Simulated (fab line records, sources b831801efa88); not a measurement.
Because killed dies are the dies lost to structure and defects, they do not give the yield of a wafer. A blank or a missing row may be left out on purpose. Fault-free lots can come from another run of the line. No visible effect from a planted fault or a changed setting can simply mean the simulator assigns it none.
Matching of chambers -- flow gf180mcu -- cmp-02 running GF_V4_CMP_26: 4 sister chambers
The step polishes, stops on SiO2, t overpolish 15 s, target thk 0 nm. 4 wafers are shown with their chamber, then 7 later ones without.

== WAFERS WITH THEIR CHAMBER ==
wafer,chamber,motorCurrentA (A)
L310.2,1,9.3
L313.6,2,14.0
L315.2,3,11.6
L315.4,0,13.2

== WAFERS MISSING THEIR CHAMBER ==
wafer,motorCurrentA (A)
L315.5,13.5
L322.1,11.3
L322.5,12.6
L322.6,9.5
L323.2,12.8
L323.3,8.9
L323.5,13.5

== THE CHAMBER EACH PASSED THROUGH ==
wafer,from the rows above,in truth
L315.5,can't be placed: 0 or 2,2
L322.1,3,3
L322.5,can't be placed: 0 or 3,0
L322.6,1,1
L323.2,0,0
L323.3,1,1
L323.5,can't be placed: 0 or 2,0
Correctly placed: 4 of 7. Cannot be placed on the basis of these rows: 3; the candidates contain the true chamber in 3. Number placed wrongly: 0.
How it was worked out, from the rows above alone: a wafer's distance from a chamber is the root of the sum, over the readings, of the square of ((its reading less the chamber's mean) divided by the reading's scatter). If the next closest chamber is less than 2 further off than the closest, the wafer can't be placed; otherwise it belongs to the closest. A chamber's mean is the mean of its shown wafers. The scatter (one wafer shown for each chamber): square how far every hidden wafer sits from the nearest shown wafer, average those squares and take the square root.
